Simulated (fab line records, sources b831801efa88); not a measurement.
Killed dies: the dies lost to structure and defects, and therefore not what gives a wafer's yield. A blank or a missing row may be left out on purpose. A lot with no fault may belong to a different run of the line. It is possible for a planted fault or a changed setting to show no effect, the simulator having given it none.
A lot that was struck, set against a sound lot :: flow sky130 :: 32 out of 708 route steps
Sound: these wafers, L885.1, L885.4, L885.6. Struck: wafer L891.3 (L891.2, L891.4, from the same lot, were not struck and are left out); the cause is given at the end.
For every step that has rows: the tool of each side, followed by ch and its chambers, followed by its first start. Under that, the readings that differ: sound wafers :: struck wafers :: difference of the means :: sigmas: that difference in standard deviations of wafers without a fault.
alike: readings with means less than 2 such deviations apart, plus words and numbers identical on both sides. not compared: withheld readings, readings lacking a value on some wafer, bounds such as >300 that could conceal the same value, and numbers that have no deviation in the record and whose values overlap.
A row with sigmas, a row that says differs or no value, or rows on one side alone: a step with any of these is where the two part. Non-overlapping numbers with no deviation appear without sigmas and do not part them. A reading that every wafer of one side lacks parts them only if that side has two wafers or more.

first, 10 steps without rows for these wafers: SKY_LI_CONTACT_EXPOSE_09 (exposes mask LICM1, target cd 170 nm); SKY_LI_CONTACT_PEB_10; SKY_LI_CONTACT_DEVELOP_11 (develop time 60 s); SKY_LI_CONTACT_ETCH_14 (etches BARC in N2/H2, stops on SiO2, time 45.9 s, target depth 60 nm); SKY_LI_CONTACT_ETCH_15 (etches PSG in C4F8/O2/Ar, stops on Si, target depth 600 nm); SKY_LI_CONTACT_STRIP_16 (strips in O2/N2); SKY_LI_CONTACT_CLEAN_17 (cleans in NMP, time 600 s); SKY_LI_CONTACT_PRE_CLEAN_18 (time 5.6 s); SKY_LI_CONTACT_SPUTTER_19 (material Ti, target thk 20 nm, time 106.37 s); SKY_LI_CONTACT_SPUTTER_20 (material TiN, target thk 20 nm, time 80 s).
SKY_LI_CONTACT_CVD_21: deposits W, target thk 400 nm, time 120.56 s.
  sound on cvd-w-02 ch 0,1, day 32 09:55; struck on cvd-w-02 ch 1, day 34 00:49
  alike: heater-power-w
then, 20 steps without rows for these wafers: SKY_LI_CONTACT_CMP_24 (polishes, stops on PSG, t overpolish 20 s, target thk 0 nm); SKY_LOCAL_INTERCONNECT_SPUTTER_00 (material TiN, target thk 100 nm, time 83.3 s); SKY_LOCAL_INTERCONNECT_DEHYDRATE_03 (time 60 s); SKY_LOCAL_INTERCONNECT_HMDS_04 (prime time 60 s); SKY_LOCAL_INTERCONNECT_COAT_05 (resist thk 60 nm); SKY_LOCAL_INTERCONNECT_COAT_06 (resist thk 450 nm); SKY_LOCAL_INTERCONNECT_SOFTBAKE_07 (time 90 s); SKY_LOCAL_INTERCONNECT_EXPOSE_08 (exposes mask LI1M, target cd 170 nm); SKY_LOCAL_INTERCONNECT_PEB_09; SKY_LOCAL_INTERCONNECT_DEVELOP_10 (develop time 60 s); SKY_LOCAL_INTERCONNECT_ETCH_13 (etches BARC in N2/H2, stops on SiO2, time 45.9 s, target depth 60 nm); SKY_LOCAL_INTERCONNECT_METAL_ETCH_14 (etches TiN in Cl2/BCl3, stops on PSG, target depth 110 nm, time 31.4 s); SKY_LOCAL_INTERCONNECT_STRIP_15 (strips in O2/N2); SKY_LOCAL_INTERCONNECT_STRIP_16 (strips in post etch residue remover, time 1200 s); SKY_LOCAL_INTERCONNECT_CLEAN_17 (cleans in IPA, time 180 s); SKY_LOCAL_INTERCONNECT_CLEAN_18 (cleans in O3/DIW); SKY_CONTACT_CVD_00 (deposits Si3N4, target thk 75 nm); SKY_CONTACT_HDPCVD_02 (deposits SiO2, target thk 565 nm, time 94.2 s); SKY_CONTACT_CMP_04 (polishes SiO2); SKY_CONTACT_DEHYDRATE_06 (time 60 s).
-- the record jumps here: 15 days lie between the struck wafers' starts before and after (it left off in module CONTACT and takes up again in module PAD_OPEN, whose first step shown is number 708 of the route) --
SKY_PAD_OPEN_PROBE_99:
  sound: prober-02 at day 48 02:32; struck: prober-02 at day 49 11:38
reading: killed-at-contacts
sound: 31 21 21
struck: 57
difference: +33
sigmas: +6

reading: killed-dies
sound: 90 82 86
struck: 116
difference: +30
sigmas: +3
  alike: killed_at_M0_to_M3, killed_at_M4_up, killed-at-front-end, killed-at-other, killed-open, killed-short

WHERE THEY PART
SKY_PAD_OPEN_PROBE_99 only, going by this record.

WHY: what the simulator had put in
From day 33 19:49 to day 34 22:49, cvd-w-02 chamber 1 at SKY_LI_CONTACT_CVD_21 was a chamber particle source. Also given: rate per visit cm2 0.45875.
